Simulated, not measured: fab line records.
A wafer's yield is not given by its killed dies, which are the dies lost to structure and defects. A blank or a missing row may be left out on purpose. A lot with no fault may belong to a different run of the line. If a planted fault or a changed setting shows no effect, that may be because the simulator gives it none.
Which tool is to blame? -- flow sky130 -- 6 lots, 18 wafers sampled, at 1 step of a route of 708

WHAT THE GAUGES READ, wafer by wafer
SKY_NWELL_THK_MEAS_02.
lot,measured,on,NWELL_OXIDATION_THK (nm)
L740,day 3 05:47,film-metro-04,10.19 9.97 10.12
L742,day 3 15:54,film-metro-04,10.33 10.12 10.17
L744,day 4 05:31,film-metro-02,9.91 9.79 9.72
L751,day 5 12:15,film-metro-02,10.08 10.11 9.96
L757,day 6 20:46,film-metro-02,9.74 9.83 9.88
L759,day 7 13:47,film-metro-03,9.84 9.87 9.95

TOOL THAT RAN EACH LOT (tool first, then ch and the chambers of the sampled wafers, then the start)
Before these readings, the record contains no process step.

THE ANSWER, worked out from the rows above alone
Rule: the lots themselves supply what counts as usual. Put in order of their means at a reading, lots are off if they are a third of the lots or fewer, leave a main group of 4 or more, and stand apart from it by a gap of 3 or more times the standard deviation of the main group's means; of several such gaps the widest counts. Not used: any main group whose means are identical at the precision the tables above print for the reading. A lot without any number at a reading at which 4 lots or more have one is off too. Any other lot the step has rows for is counted as sound.
Across all readings shown, no lot is off: no conclusion can be drawn from this.

WHAT HAD BEEN PUT IN BY THE SIMULATOR
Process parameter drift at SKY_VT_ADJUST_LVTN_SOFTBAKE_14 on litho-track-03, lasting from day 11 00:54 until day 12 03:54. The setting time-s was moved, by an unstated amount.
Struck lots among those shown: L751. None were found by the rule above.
